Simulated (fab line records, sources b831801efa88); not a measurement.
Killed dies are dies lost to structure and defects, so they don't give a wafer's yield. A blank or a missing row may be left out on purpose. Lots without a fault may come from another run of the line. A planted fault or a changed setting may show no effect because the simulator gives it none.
fab line records | flow sky130
record lots=5 wafers=15 last_day=49
route steps=708 shown CONTACT@408 METAL1@434
lots that met no fault: from a run of the same line without faults
start_h: hours from the record's first day to the start of the lot's first wafer shown | wait_h: hours since the lot's step before | " the same as in the row above | L1.1+2: a row that stands for several wafers | - no value, or no start given | * or withheld: withheld | < > ~ a bound
route shown NAME@n: a module of which the file shows steps, and the number in the route of the first | usual: mean/standard deviation of fault-free wafers | same: alike in all rows | chamber/n: place in a boat | sites: the reading at each site | _std_site: their standard deviation | _edge_site: outer sites' mean less inner sites' | radius_mm: how far each site lies from the wafer's centre | mask NAME#n: copy n | behind: the tool/chamber that last shaped the wafer | hold: why the lot was held/for how many hours/how that ended | device: the transistor (n, p or np) that didn't switch | end of line: the same wafers' tests at the end of the route | a step without rows: its recipe alone | killed: dies lost to structure and defects at the first sort, not the wafer's yield | map: a wafer's dies, x killed, . not, _ none there
set.NAME: the setting as run; set.NAME@STEP: as run at that earlier step | model.NAME: the simulator's own value behind a step, which no gauge read
lots at some steps of the route; a table a step, a row a wafer
services: from which hour (start_h, from the record's first day; less than 0 if before it) a tool's chamber was out of use, for how many hours, and why
## steps
# step SKY_CONTACT_HDPCVD_02
# recipe material=SiO2 target_thk_nm=565 sigma_open_frac=0.3 time_s=94.2 temp_c=600 sih4_flow_sccm=60 pressure_mtorr=6
# usual susceptor_temp_C=600.02/0.25
# columns lot.wafer tool chamber start_h wait_h susceptor_temp_C
L075.1 hdpcvd-01 1 710.15 0.1 600.09
L075.4 " 1 " " 600.26
L075.5 " 2 " " 599.88
L085.2 hdpcvd-01 0 787.28 0.0 599.73
L085.5 " 2 " " 600.26
L085.6 " 1 " " 599.95
L084.1 hdpcvd-02 2 790.34 0.1 600.28
L084.5 " 0 " " 599.43
L084.6 " 2 " " 600.50
L089.1 hdpcvd-02 0 849.11 0.1 599.91
L089.3 " 1 " " 600.01
L089.6 " 0 " " 600.13
L093.1 hdpcvd-02 2 852.68 0.1 600.08
L093.2 " 1 " " 600.15
L093.5 " 0 " " 600.43
# step SKY_CONTACT_THK_MEAS_03
# recipe reads=SiO2_of_CONTACT_HDPCVD_02
# usual CONTACT_HDPCVD_THK=565/5.2
# columns lot.wafer tool chamber start_h wait_h CONTACT_HDPCVD_THK[nm]
L075.1 film_metro-04 - 710.22 0.0 564
L075.4 " - " " 569
L075.5 " - " " 563
L085.2 film_metro-03 - 787.35 0.0 560
L085.5 " - " " 570
L085.6 " - " " 570
L084.1 film_metro-01 - 790.41 0.0 573
L084.5 " - " " 575
L084.6 " - " " 566
L089.1 film_metro-03 - 849.21 0.1 566
L089.3 " - " " 563
L089.6 " - " " 566
L093.1 film_metro-04 - 852.75 0.0 570
L093.2 " - " " 561
L093.5 " - " " 567
# step SKY_CONTACT_CMP_04
# recipe material=SiO2 down_force_psi=4 platen_rpm=60 pad_velocity_m_s=0.94248
# usual motor_current_A=11.5/1 platen_rpm=60.00/0.039 time_to_endpoint_s=84/3.4
# columns lot.wafer tool chamber start_h wait_h motor_current_A platen_rpm time_to_endpoint_s
L075.4 cmp-02 3 710.33 0.1 9.9 60.04 83
L075.1 " 0 " " 12.2 60.02 82
L075.5 " 2 " " 12.7 59.96 83
L085.2 cmp-02 2 787.55 0.2 11.5 59.98 86
L085.5 " 3 " " 10.1 60.05 89
L085.6 " 0 " " 12.9 59.97 87
L084.1 cmp-01 3 790.52 0.1 11.3 59.95 92
L084.6 " 2 " " 10.6 60.04 90
L084.5 " 3 " " 11.5 59.98 90
L089.3 cmp-02 0 849.37 0.1 12.0 59.99 83
L089.1 " 1 " " 11.8 60.03 84
L089.6 " 3 " " 9.8 60.01 88
L093.1 cmp-02 0 852.86 0.1 12.8 59.98 81
L093.2 " 1 " " 10.8 60.05 80
L093.5 " 3 " " 10.7 59.99 82
# step SKY_CONTACT_BOW_MEAS_05
# recipe mode=bow
# usual CONTACT_BOW=81/6.5
# columns lot.wafer tool chamber start_h wait_h CONTACT_BOW[um]
L075.1 film_metro-01 - 710.58 0.1 81
L075.4 " - " " 81
L075.5 " - " " 74
L085.2 film_metro-04 - 787.72 0.1 76
L085.5 " - " " 64
L085.6 " - " " 83
L084.1 film_metro-04 - 790.77 0.2 85
L084.5 " - " " 71
L084.6 " - " " 71
L089.1 film_metro-03 - 849.57 0.1 91
L089.3 " - " " 81
L089.6 " - " " 88
L093.1 film_metro-04 - 853.11 0.2 76
L093.2 " - " " 83
L093.5 " - " " 78
# step SKY_CONTACT_DEHYDRATE_06
# recipe temp_c=200 time_s=60
# columns lot.wafer tool chamber start_h wait_h
L075.1+4+5 litho_track-01 0 724.47 13.9
L085.2+5+6 litho_track-01 0 799.75 12.0
L084.1+5+6 litho_track-02 0 802.99 12.2
L089.1+3+6 litho_track-02 0 862.24 12.6
L093.1+2+5 litho_track-02 0 865.79 12.7
# step SKY_CONTACT_HMDS_07
# recipe prime_time_s=60 prime_temp_c=120
# columns lot.wafer tool chamber start_h wait_h
L075.1+4+5 litho_track-01 0 724.62 0.1
L085.2+5+6 litho_track-01 0 799.90 0.1
L084.1+5+6 litho_track-02 0 803.14 0.1
L089.1+3+6 litho_track-02 0 862.39 0.1
L093.1+2+5 litho_track-02 0 865.94 0.1
# step SKY_CONTACT_COAT_08
# recipe resist=BARC temp_c=withheld time_s=withheld spin_rpm=3000 resist_thk_nm=60
# columns lot.wafer tool chamber start_h wait_h
L075.1+4+5 litho_track-01 0 724.77 0.1
L085.2+5+6 litho_track-01 0 800.05 0.1
L084.1+5+6 litho_track-02 0 803.29 0.1
L089.1+3+6 litho_track-02 0 862.54 0.1
L093.1+2+5 litho_track-02 0 866.09 0.1
# step SKY_CONTACT_COAT_09
# recipe resist=KrF-thick spin_rpm=3000 resist_thk_nm=450
# columns lot.wafer tool chamber start_h wait_h
L075.1+4+5 litho_track-01 0 - -
L085.2+5+6 litho_track-01 0 - -
L084.1+5+6 litho_track-02 0 - -
L089.1+3+6 litho_track-02 0 - -
L093.1+2+5 litho_track-02 0 - -
# step SKY_CONTACT_SOFTBAKE_10
# recipe temp_c=100 time_s=90 resist=KrF-thick
# columns lot.wafer tool chamber start_h wait_h
L075.1+4+5 litho_track-01 0 - -
L085.2+5+6 litho_track-01 0 - -
L084.1+5+6 litho_track-02 0 - -
L089.1+3+6 litho_track-02 0 - -
L093.1+2+5 litho_track-02 0 - -
# step SKY_CONTACT_EXPOSE_11
# recipe mask_id=CTM1 na=0.8 source_shape=annular sigma_inner=0.55 sigma_outer=0.85 target_cd_nm=170 dose_mj=38
# same na=0.8
# columns lot.wafer tool chamber start_h wait_h mask
L075.1+4+5 krf_scanner-02 0 - - CTM1#0
L085.2+5+6 krf_scanner-01 0 - - CTM1#0
L084.1+5+6 krf_scanner-02 0 - - CTM1#0
L089.1+3+6 krf_scanner-01 0 - - CTM1#0
L093.1+2+5 krf_scanner-02 0 - - CTM1#0
# step SKY_CONTACT_PEB_12
# recipe peb_temp_c=withheld peb_time_s=withheld resist=KrF-thick
# columns lot.wafer tool chamber start_h wait_h
L075.1+4+5 litho_track-04 0 - -
L085.2+5+6 litho_track-02 0 - -
L084.1+5+6 litho_track-04 0 - -
L089.1+3+6 litho_track-02 0 - -
L093.1+2+5 litho_track-04 0 - -
# step SKY_CONTACT_DEVELOP_13
# recipe develop_time_s=60 resist=KrF-thick dev_temp_c=21
# columns lot.wafer tool chamber start_h wait_h
L075.1+4+5 litho_track-04 0 - -
L085.2+5+6 litho_track-02 0 - -
L084.1+5+6 litho_track-04 0 - -
L089.1+3+6 litho_track-02 0 - -
L093.1+2+5 litho_track-04 0 - -
# step SKY_CONTACT_CD_MEAS_14
# recipe target_cd_nm=170
# usual cd_nm=169.9/1.3
# columns lot.wafer tool chamber start_h wait_h cd_nm
L075.1 cd_sem-01 - 738.66 - 170.8
L075.4 " - " " 170.0
L075.5 " - " " 169.5
L085.2 cd_sem-02 - 814.71 - 169.0
L085.5 " - " " 169.1
L085.6 " - " " 168.8
L084.1 cd_sem-02 - 817.31 - 170.9
L084.5 " - " " 170.7
L084.6 " - " " 171.4
L089.1 cd_sem-01 - 875.79 - 170.9
L089.3 " - " " 170.4
L089.6 " - " " 170.0
L093.1 cd_sem-01 - 879.01 - 168.5
L093.2 " - " " 169.0
L093.5 " - " " 168.4
# step SKY_CONTACT_OVL_MEAS_15
# usual CONTACT_OVL=0/7
# columns lot.wafer tool chamber start_h wait_h CONTACT_OVL[nm]
L075.1 overlay-02 - 738.78 0.1 5
L075.4 " - " " 4
L075.5 " - " " 3
L085.2 overlay-01 - 814.81 0.1 -8
L085.5 " - " " 5
L085.6 " - " " -5
L084.1 overlay-01 - 817.43 0.1 2
L084.5 " - " " 12
L084.6 " - " " 13
L089.1 overlay-01 - 875.91 0.1 1
L089.3 " - " " -4
L089.6 " - " " -16
L093.1 overlay-01 - 879.13 0.1 -2
L093.2 " - " " -4
L093.5 " - " " 1
# step SKY_CONTACT_ETCH_16
# recipe chemistry=N2/H2 target=BARC ion_energy_ev=200 source_w=500 bias_w=100 pressure_mtorr=30 n2_flow_sccm=100 h2_flow_sccm=200 stop_on=SiO2 time_s=45.9 target_depth_a=600
# usual drypump_motor_current_A=5.6/0.53 oes_product_au=0.854/0.0045 throttle_valve_pct=13.225/0.0089
# columns lot.wafer tool chamber start_h wait_h drypump_motor_current_A oes_product_au rf_hours_counter_h throttle_valve_pct
L075.1 rie_diel-04 0 738.82 0.0 5.0 0.856 41 13.214
L075.4 " 2 " " 5.2 0.853 7 13.227
L075.5 " 2 " " 5.2 0.848 - 13.207
L085.2 rie_diel-04 0 814.84 0.0 5.0 0.849 1 13.215
L085.5 " 2 " " 5.2 0.854 - 13.215
L085.6 " 1 " " 6.0 0.856 - 13.228
L084.1 rie_diel-01 2 817.47 0.0 5.0 0.853 21 13.225
L084.5 " 2 " " 5.0 0.857 - 13.227
L084.6 " 3 " " 6.0 0.852 - 13.236
L089.1 rie_diel-04 1 875.94 0.0 6.0 0.856 24 13.218
L089.3 " 3 " " 5.1 0.841 10 13.217
L089.6 " 2 " " 5.2 0.855 - 13.225
L093.1 rie_diel-04 3 879.17 0.0 5.2 0.858 10 13.223
L093.2 " 1 " " 6.0 0.851 24 13.223
L093.5 " 3 " " 5.1 0.864 - 13.220
# step SKY_CONTACT_ETCH_17
# recipe target=SiO2 chemistry=C4F8/O2/Ar stop_on=Si3N4 mask_material=KrF-thick source_w=1500 bias_w=1200 pressure_mtorr=40 c4f8_flow_sccm=withheld O2_flow_sccm=6 Ar_flow_sccm=300 time_s=withheld target_depth_a=3400
# usual oes_product_au=0.892/0.0048
# columns lot.wafer tool chamber start_h wait_h oes_product_au
L075.1 rie_diel-04 0 738.86 0.0 0.893
L075.4 " 2 " " 0.898
L075.5 " 2 " " 0.895
L085.2 rie_diel-04 0 814.88 0.0 0.890
L085.5 " 2 " " 0.894
L085.6 " 1 " " 0.890
L084.1 rie_diel-01 2 817.51 0.0 0.897
L084.5 " 2 " " 0.890
L084.6 " 3 " " 0.889
L089.1 rie_diel-04 1 875.98 0.0 0.890
L089.3 " 3 " " 0.893
L089.6 " 2 " " 0.890
L093.1 rie_diel-04 3 879.21 0.0 0.894
L093.2 " 1 " " 0.892
L093.5 " 3 " " 0.892
# step SKY_CONTACT_ETCH_18
# recipe target=Si3N4 chemistry=CHF3/O2 stop_on=TiN source_w=600 bias_w=200 pressure_mtorr=40 chf3_flow_sccm=50 O2_flow_sccm=5 time_s=39 target_depth_a=750
# usual drypump_motor_current_A=5.5/0.53 oes_product_au=0.857/0.0077 throttle_valve_pct=8.794/0.0091
# columns lot.wafer tool chamber start_h wait_h drypump_motor_current_A oes_product_au rf_hours_counter_h throttle_valve_pct
L075.1 rie_diel-04 0 - - 5.0 0.853 41 8.788
L075.4 " 2 " " 5.2 0.864 7 8.799
L075.5 " 2 " " 5.2 0.870 - 8.800
L085.2 rie_diel-04 0 - - 5.0 0.861 1 8.800
L085.5 " 2 " " 5.2 0.856 - 8.792
L085.6 " 1 " " 6.0 0.858 - 8.791
L084.1 rie_diel-01 2 - - 5.0 0.856 21 8.799
L084.5 " 2 " " 5.0 0.863 - 8.798
L084.6 " 3 " " 6.0 0.855 - 8.796
L089.1 rie_diel-04 1 - - 6.0 0.854 24 8.789
L089.3 " 3 " " 5.2 0.853 10 8.771
L089.6 " 2 " " 5.2 0.853 - 8.786
L093.1 rie_diel-04 3 - - 5.1 0.852 10 8.794
L093.2 " 1 " " 6.0 0.848 24 8.808
L093.5 " 3 " " 5.1 0.862 - 8.784
# step SKY_CONTACT_STRIP_19
# recipe chemistry=O2/N2 power_w=1400 pressure_mtorr=1500 platen_temp_c=withheld o2_flow_sccm=3000 n2_flow_sccm=300 overash_fraction=0.5
# usual drypump_motor_current_A=5.3/0.34 oes_product_au=0.380/0.0047 strip_time_to_endpoint_s=3.607/0.02
# columns lot.wafer tool chamber start_h wait_h drypump_motor_current_A oes_product_au rf_hours_counter_h strip_time_to_endpoint_s
L075.1 plasma_asher-01 0 738.95 - 4.8 0.379 31 3.614
L075.4 " 0 " " 4.8 0.382 - 3.611
L075.5 " 0 " " 4.8 0.377 - 3.613
L085.2 plasma_asher-01 1 814.97 - 5.3 0.373 38 3.627
L085.5 " 0 " " 4.8 0.379 - 3.624
L085.6 " 1 " " 5.3 0.380 - 3.632
L084.1 plasma_asher-03 0 817.60 - 5.5 0.382 97 3.588
L084.5 " 0 " " 5.5 0.379 - 3.589
L084.6 " 1 " " 5.7 0.376 - 3.644
L089.1 plasma_asher-02 0 876.07 - 4.9 0.375 76 3.613
L089.3 " 1 " " 5.6 0.376 - 3.623
L089.6 " 0 " " 4.9 0.386 - 3.588
L093.1 plasma_asher-03 1 879.30 - 5.8 0.380 103 3.618
L093.2 " 0 " " 5.5 0.377 103 3.620
L093.5 " 0 " " 5.5 0.382 - 3.614
# step SKY_CONTACT_STRIP_20
# recipe chemistry=post_etch_residue_remover time_s=1200 temp_c=72.5
# columns lot.wafer tool chamber start_h wait_h
L075.1+4+5 wet_bench-02 0 739.05 0.1
L085.2+5+6 wet_bench-02 1 815.07 0.1
L084.1+5+6 wet_bench-01 3 817.70 0.1
L089.1+3+6 wet_bench-04 0 876.17 0.1
L093.1+2+5 wet_bench-01 1 879.40 0.1
# step SKY_CONTACT_CLEAN_21
# recipe chemistry=IPA time_s=180 temp_c=25
# columns lot.wafer tool chamber start_h wait_h
L075.1+4+5 wet_bench-04 1 739.39 0.0
L085.2+5+6 wet_bench-01 3 815.42 0.0
L084.1+5+6 wet_bench-02 2 818.04 0.0
L089.1+3+6 wet_bench-04 1 876.55 0.0
L093.1+2+5 wet_bench-04 2 879.74 0.0
# step SKY_CONTACT_CLEAN_22
# recipe chemistry=O3/DIW dry=n2_spin
# columns lot.wafer tool chamber start_h wait_h
L075.1+4+5 wet_bench-02 3 739.45 0.0
L085.2+5+6 wet_bench-02 2 815.47 0.0
L084.1+5+6 wet_bench-01 1 818.10 0.0
L089.1+3+6 wet_bench-04 3 876.61 0.0
L093.1+2+5 wet_bench-01 0 879.81 0.0
# step SKY_CONTACT_SPUTTER_23
# recipe material=TiN target_thk_nm=20 chamber_pressure_pa=5 power_w=4000 time_s=80
# usual throttle_valve_pct=29.9/1
# columns lot.wafer tool chamber start_h wait_h throttle_valve_pct
L075.1 pvd_sputter-03 - 739.54 0.0 30.1
L075.4 " - " " 29.1
L075.5 " - " " 29.2
L085.2 pvd_sputter-03 - 815.57 0.0 29.1
L085.5 " - " " 29.8
L085.6 " - " " 28.9
L084.1 pvd_sputter-02 - 818.19 0.0 30.2
L084.5 " - " " 29.8
L084.6 " - " " 32.1
L089.1 pvd_sputter-01 - 876.71 0.0 29.6
L089.3 " - " " 28.5
L089.6 " - " " 29.8
L093.1 pvd_sputter-01 - 879.90 0.0 30.6
L093.2 " - " " 29.5
L093.5 " - " " 30.5
# step SKY_CONTACT_CVD_24
# recipe material=W target_thk_nm=340 time_s=102.12 temp_c=400 pressure_torr=40
# usual heater_power_w=848/100 susceptor_temp_C=400.00/0.22
# columns lot.wafer tool chamber start_h wait_h heater_power_w susceptor_temp_C
L075.1 cvd_w-01 1 739.60 0.0 824 399.99
L075.4 " 1 " " 841 399.70
L075.5 " 1 " " 807 400.01
L085.2 cvd_w-02 0 815.63 0.0 931 400.30
L085.5 " 0 " " 931 399.75
L085.6 " 1 " " 986 400.28
L084.1 cvd_w-01 1 818.25 0.0 837 400.23
L084.5 " 0 " " 758 400.11
L084.6 " 1 " " 824 399.98
L089.1 cvd_w-01 1 876.77 0.0 842 400.00
L089.3 " 1 " " 850 400.15
L089.6 " 1 " " 843 400.31
L093.1 cvd_w-02 0 879.96 0.0 951 400.11
L093.2 " 1 " " 1034 400.13
L093.5 " 1 " " 1007 399.98
# step SKY_CONTACT_RS_MEAS_25
# recipe thk_meas_gauge=four-point-probe reads=W_of_CONTACT_CVD_24+TiN_of_CONTACT_SPUTTER_23
# usual CONTACT_W_RS=0.337/0.0033
# columns lot.wafer tool chamber start_h wait_h CONTACT_W_RS[ohm/sq]
L075.1 film_metro-03 - 739.71 0.1 0.335
L075.4 " - " " 0.336
L075.5 " - " " 0.341
L085.2 film_metro-03 - 815.76 0.1 0.337
L085.5 " - " " 0.344
L085.6 " - " " 0.340
L084.1 film_metro-04 - 818.36 0.1 0.331
L084.5 " - " " 0.338
L084.6 " - " " 0.333
L089.1 film_metro-01 - 876.88 0.1 0.332
L089.3 " - " " 0.337
L089.6 " - " " 0.337
L093.1 film_metro-01 - 880.07 0.1 0.342
L093.2 " - " " 0.336
L093.5 " - " " 0.340
# step SKY_CONTACT_THK_MEAS_26
# recipe thk_meas_gauge=xrf reads=W_of_CONTACT_CVD_24
# usual CONTACT_W_THK=350/6
# columns lot.wafer tool chamber start_h wait_h CONTACT_W_THK[nm]
L075.1 film_metro-03 - 739.83 0.1 356
L075.4 " - " " 354
L075.5 " - " " 350
L085.2 film_metro-03 - 815.87 0.1 353
L085.5 " - " " 346
L085.6 " - " " 350
L084.1 film_metro-04 - 818.48 0.1 348
L084.5 " - " " 342
L084.6 " - " " 345
L089.1 film_metro-01 - 877.00 0.1 356
L089.3 " - " " 351
L089.6 " - " " 352
L093.1 film_metro-01 - 880.19 0.1 347
L093.2 " - " " 354
L093.5 " - " " 350
# step SKY_CONTACT_CMP_27
# recipe stop_on=SiO2 t_overpolish_s=15 down_force_psi=3.5 platen_rpm=60 target_thk_nm=0 pad_velocity_m_s=0.94248
# usual motor_current_A=10.6/0.88 overpolish_run_s=15.000/0.0099 platen_rpm=60.00/0.036 time_to_endpoint_s=83/3.2
# columns lot.wafer tool chamber start_h wait_h motor_current_A overpolish_run_s platen_rpm time_to_endpoint_s
L075.1 cmp-02 2 739.89 0.1 11.0 15.004 59.96 83
L075.4 " 3 " " 9.2 15.000 59.98 84
L075.5 " 2 " " 11.2 14.996 60.05 85
L085.2 cmp-01 1 815.97 0.1 10.8 14.987 59.99 86
L085.5 " 0 " " 11.6 15.000 60.04 81
L085.6 " 1 " " 11.2 15.002 59.99 85
L084.1 cmp-02 0 818.54 0.1 11.2 14.994 59.98 87
L084.5 " 0 " " 10.9 15.013 60.01 86
L084.6 " 1 " " 9.7 14.988 59.99 87
L089.1 cmp-02 3 877.06 0.1 9.7 15.004 60.01 83
L089.3 " 2 " " 11.1 14.992 60.02 82
L089.6 " 3 " " 8.8 15.015 59.94 82
L093.2 cmp-01 0 880.35 0.1 11.8 15.000 60.04 84
L093.1 " 1 " " 10.7 15.002 59.98 84
L093.5 " 2 " " 9.8 15.012 59.99 82
# step SKY_METAL1_SPUTTER_00
# recipe material=Ti target_thk_nm=15 power_w=3000 time_s=10 chamber_pressure_pa=0.4
# usual throttle_valve_pct=30.0/0.91
# columns lot.wafer tool chamber start_h wait_h throttle_valve_pct
L075.1 pvd_sputter-02 - 740.19 0.2 29.6
L075.4 " - " " 32.1
L075.5 " - " " 30.4
L085.2 pvd_sputter-01 - 816.22 0.2 30.4
L085.5 " - " " 28.8
L085.6 " - " " 29.5
L084.1 pvd_sputter-02 - 818.84 0.2 30.6
L084.5 " - " " 32.1
L084.6 " - " " 30.0
L089.1 pvd_sputter-02 - 877.36 0.2 32.1
L089.3 " - " " 30.0
L089.6 " - " " 32.3
L093.1 pvd_sputter-04 - 880.55 0.1 29.5
L093.2 " - " " 30.8
L093.5 " - " " 29.2
# step SKY_METAL1_SPUTTER_01
# recipe material=TiN target_thk_nm=20 power_w=6500 time_s=16.7 chamber_pressure_pa=0.4
# usual throttle_valve_pct=30.0/0.92
# columns lot.wafer tool chamber start_h wait_h throttle_valve_pct
L075.1 pvd_sputter-02 - 740.21 0.0 29.7
L075.4 " - " " 32.1
L075.5 " - " " 30.1
L085.2 pvd_sputter-01 - 816.24 0.0 30.7
L085.5 " - " " 28.8
L085.6 " - " " 29.5
L084.1 pvd_sputter-02 - 818.87 0.0 30.3
L084.5 " - " " 32.3
L084.6 " - " " 29.9
L089.1 pvd_sputter-02 - 877.38 0.0 32.3
L089.3 " - " " 29.7
L089.6 " - " " 32.0
L093.1 pvd_sputter-04 - 880.57 0.0 29.7
L093.2 " - " " 30.6
L093.5 " - " " 29.0
# step SKY_METAL1_SPUTTER_02
# recipe material=AlCu target_thk_nm=250 power_w=10600 time_s=13.3 chamber_pressure_pa=0.4
# usual throttle_valve_pct=30.0/0.92
# columns lot.wafer tool chamber start_h wait_h throttle_valve_pct
L075.1 pvd_sputter-02 - 740.24 0.0 30.0
L075.4 " - " " 32.2
L075.5 " - " " 30.1
L085.2 pvd_sputter-01 - 816.27 0.0 30.6
L085.5 " - " " 28.8
L085.6 " - " " 29.5
L084.1 pvd_sputter-02 - 818.89 0.0 30.4
L084.5 " - " " 31.9
L084.6 " - " " 30.0
L089.1 pvd_sputter-02 - 877.41 0.0 32.3
L089.3 " - " " 30.2
L089.6 " - " " 32.1
L093.1 pvd_sputter-04 - 880.60 0.0 29.7
L093.2 " - " " 30.8
L093.5 " - " " 29.4
# step SKY_METAL1_SPUTTER_03
# recipe material=Ti target_thk_nm=5 power_w=3000 time_s=3.3 chamber_pressure_pa=0.4
# usual throttle_valve_pct=30.0/0.92
# columns lot.wafer tool chamber start_h wait_h throttle_valve_pct
L075.1 pvd_sputter-02 - 740.26 0.0 29.7
L075.4 " - " " 32.2
L075.5 " - " " 30.2
L085.2 pvd_sputter-01 - 816.30 0.0 30.5
L085.5 " - " " 29.0
L085.6 " - " " 29.4
L084.1 pvd_sputter-02 - 818.92 0.0 30.4
L084.5 " - " " 32.3
L084.6 " - " " 30.1
L089.1 pvd_sputter-02 - 877.43 0.0 32.4
L089.3 " - " " 29.8
L089.6 " - " " 32.0
L093.1 pvd_sputter-04 - 880.63 0.0 29.5
L093.2 " - " " 30.7
L093.5 " - " " 29.2
# step SKY_METAL1_SPUTTER_04
# recipe material=TiN target_thk_nm=70 power_w=6500 time_s=58.3 chamber_pressure_pa=0.4
# usual throttle_valve_pct=30.0/0.93
# columns lot.wafer tool chamber start_h wait_h throttle_valve_pct
L075.1 pvd_sputter-02 - 740.28 0.0 29.9
L075.4 " - " " 32.3
L075.5 " - " " 30.1
L085.2 pvd_sputter-01 - 816.31 0.0 30.7
L085.5 " - " " 28.8
L085.6 " - " " 29.6
L084.1 pvd_sputter-02 - 818.93 0.0 30.1
L084.5 " - " " 32.3
L084.6 " - " " 30.2
L089.1 pvd_sputter-02 - 877.45 0.0 32.1
L089.3 " - " " 30.2
L089.6 " - " " 32.5
L093.1 pvd_sputter-04 - 880.65 0.0 29.7
L093.2 " - " " 30.6
L093.5 " - " " 29.3
# step SKY_METAL1_RS_MEAS_05
# recipe thk_meas_gauge=four-point-probe reads=TiN_of_METAL1_SPUTTER_04+Ti_of_METAL1_SPUTTER_03+AlCu_of_METAL1_SPUTTER_02+TiN_of_METAL1_SPUTTER_01+Ti_of_METAL1_SPUTTER_00
# usual METAL1_ALCU_RS=0.1274/0.0012
# columns lot.wafer tool chamber start_h wait_h METAL1_ALCU_RS[ohm/sq]
L075.1 film_metro-01 - 740.33 0.0 0.1269
L075.4 " - " " 0.1273
L075.5 " - " " 0.1263
L085.2 film_metro-02 - 816.38 0.0 0.1273
L085.5 " - " " 0.1275
L085.6 " - " " 0.1273
L084.1 film_metro-01 - 818.98 0.0 0.1262
L084.5 " - " " 0.1261
L084.6 " - " " 0.1268
L089.1 film_metro-02 - 877.50 0.0 0.1265
L089.3 " - " " 0.1258
L089.6 " - " " 0.1258
L093.1 film_metro-02 - 880.71 0.0 0.1294
L093.2 " - " " 0.1269
L093.5 " - " " 0.1281
# step SKY_METAL1_THK_MEAS_06
# recipe thk_meas_gauge=xrf reads=AlCu_of_METAL1_SPUTTER_02
# usual METAL1_ALCU_THK=251/3.3
# columns lot.wafer tool chamber start_h wait_h METAL1_ALCU_THK[nm]
L075.1 film_metro-01 - 740.45 0.1 250
L075.4 " - " " 250
L075.5 " - " " 251
L085.2 film_metro-02 - 816.49 0.1 251
L085.5 " - " " 249
L085.6 " - " " 251
L084.1 film_metro-01 - 819.10 0.1 252
L084.5 " - " " 250
L084.6 " - " " 250
L089.1 film_metro-02 - 877.62 0.1 251
L089.3 " - " " 253
L089.6 " - " " 253
L093.1 film_metro-02 - 880.83 0.1 244
L093.2 " - " " 250
L093.5 " - " " 249
# step SKY_METAL1_DEHYDRATE_07
# recipe temp_c=200 time_s=60
# columns lot.wafer tool chamber start_h wait_h
L075.1+4+5 litho_track-01 0 754.03 13.6
L085.2+5+6 litho_track-02 0 827.96 11.5
L084.1+5+6 litho_track-02 0 830.74 11.6
L089.1+3+6 litho_track-03 0 889.23 11.6
L093.1+2+5 litho_track-01 0 892.68 11.8
# step SKY_METAL1_HMDS_08
# recipe prime_time_s=60 prime_temp_c=120
# columns lot.wafer tool chamber start_h wait_h
L075.1+4+5 litho_track-01 0 754.18 0.1
L085.2+5+6 litho_track-02 0 828.11 0.1
L084.1+5+6 litho_track-02 0 830.89 0.1
L089.1+3+6 litho_track-03 0 889.38 0.1
L093.1+2+5 litho_track-01 0 892.83 0.1
# step SKY_METAL1_COAT_09
# recipe resist=BARC temp_c=withheld time_s=withheld spin_rpm=3000 resist_thk_nm=60
# columns lot.wafer tool chamber start_h wait_h
L075.1+4+5 litho_track-01 0 754.33 0.1
L085.2+5+6 litho_track-02 0 828.26 0.1
L084.1+5+6 litho_track-02 0 831.04 0.1
L089.1+3+6 litho_track-03 0 889.53 0.1
L093.1+2+5 litho_track-01 0 892.98 0.1
# step SKY_METAL1_COAT_10
# recipe resist=KrF-thick spin_rpm=3000 resist_thk_nm=450
# columns lot.wafer tool chamber start_h wait_h
L075.1+4+5 litho_track-01 0 - -
L085.2+5+6 litho_track-02 0 - -
L084.1+5+6 litho_track-02 0 - -
L089.1+3+6 litho_track-03 0 - -
L093.1+2+5 litho_track-01 0 - -
# step SKY_METAL1_SOFTBAKE_11
# recipe temp_c=100 time_s=90 resist=KrF-thick
# columns lot.wafer tool chamber start_h wait_h
L075.1+4+5 litho_track-01 0 - -
L085.2+5+6 litho_track-02 0 - -
L084.1+5+6 litho_track-02 0 - -
L089.1+3+6 litho_track-03 0 - -
L093.1+2+5 litho_track-01 0 - -
# step SKY_METAL1_EXPOSE_12
# recipe mask_id=MM1 na=0.8 source_shape=annular sigma_inner=0.55 sigma_outer=0.85 target_cd_nm=140 dose_mj=28
# same na=0.8
# columns lot.wafer tool chamber start_h wait_h mask
L075.1+4+5 krf_scanner-01 0 - - MM1#0
L085.2+5+6 krf_scanner-02 0 - - MM1#0
L084.1+5+6 krf_scanner-02 0 - - MM1#0
L089.1+3+6 krf_scanner-02 0 - - MM1#0
L093.1+2+5 krf_scanner-01 0 - - MM1#0
# step SKY_METAL1_PEB_13
# recipe peb_temp_c=withheld peb_time_s=withheld resist=KrF-thick
# columns lot.wafer tool chamber start_h wait_h
L075.1+4+5 litho_track-01 0 - -
L085.2+5+6 litho_track-01 0 - -
L084.1+5+6 litho_track-01 0 - -
L089.1+3+6 litho_track-02 0 - -
L093.1+2+5 litho_track-01 0 - -
# step SKY_METAL1_DEVELOP_14
# recipe develop_time_s=60 resist=KrF-thick dev_temp_c=21
# columns lot.wafer tool chamber start_h wait_h
L075.1+4+5 litho_track-01 0 - -
L085.2+5+6 litho_track-01 0 - -
L084.1+5+6 litho_track-01 0 - -
L089.1+3+6 litho_track-02 0 - -
L093.1+2+5 litho_track-01 0 - -
# step SKY_METAL1_CD_MEAS_15
# recipe target_cd_nm=140
# usual cd_nm=140.4/1.4
# columns lot.wafer tool chamber start_h wait_h cd_nm
L075.1 cd_sem-02 - 767.63 - 138.0
L075.4 " - " " 139.4
L075.5 " - " " 139.1
L085.2 cd_sem-01 - 842.15 - 140.5
L085.5 " - " " 141.8
L085.6 " - " " 139.1
L084.1 cd_sem-02 - 844.63 - 141.0
L084.5 " - " " 139.2
L084.6 " - " " 139.6
L089.1 cd_sem-01 - 902.94 - 142.8
L089.3 " - " " 142.2
L089.6 " - " " 142.7
L093.1 cd_sem-01 - 905.63 - 140.6
L093.2 " - " " 138.7
L093.5 " - " " 140.5
## services
# columns tool chamber start_h hours kind
krf_scanner-01 - 712.32 1.3 pm
krf_scanner-01 - 714.72 0.3 repair
wet_bench-04 - 717.40 1.5 repair
rie_diel-04 - 721.22 2.8 pm
krf_scanner-01 - 725.17 1.0 pm
krf_scanner-02 - 727.46 1.0 pm
rie_diel-04 2 744.06 7.8 repair
wet_bench-04 - 745.28 2.1 repair
krf_scanner-01 - 749.70 0.8 pm
rie_diel-04 3 754.95 7.3 repair
rie_diel-04 1 767.04 1.6 repair
krf_scanner-02 - 772.53 4.4 pm
krf_scanner-01 - 774.79 1.1 repair
rie_diel-04 1 820.03 11.9 repair
pvd_sputter-02 - 828.11 2.0 repair
krf_scanner-02 - 838.35 0.8 pm
krf_scanner-02 - 842.67 4.0 pm
rie_diel-04 2 852.42 4.8 repair
krf_scanner-02 - 858.85 1.3 pm
rie_diel-04 2 877.19 3.9 repair
pvd_sputter-02 - 880.78 6.8 repair
rie_diel-04 - 884.61 0.7 repair
pvd_sputter-01 - 886.78 1.3 repair
krf_scanner-02 - 896.46 1.0 pm
## key
fault none
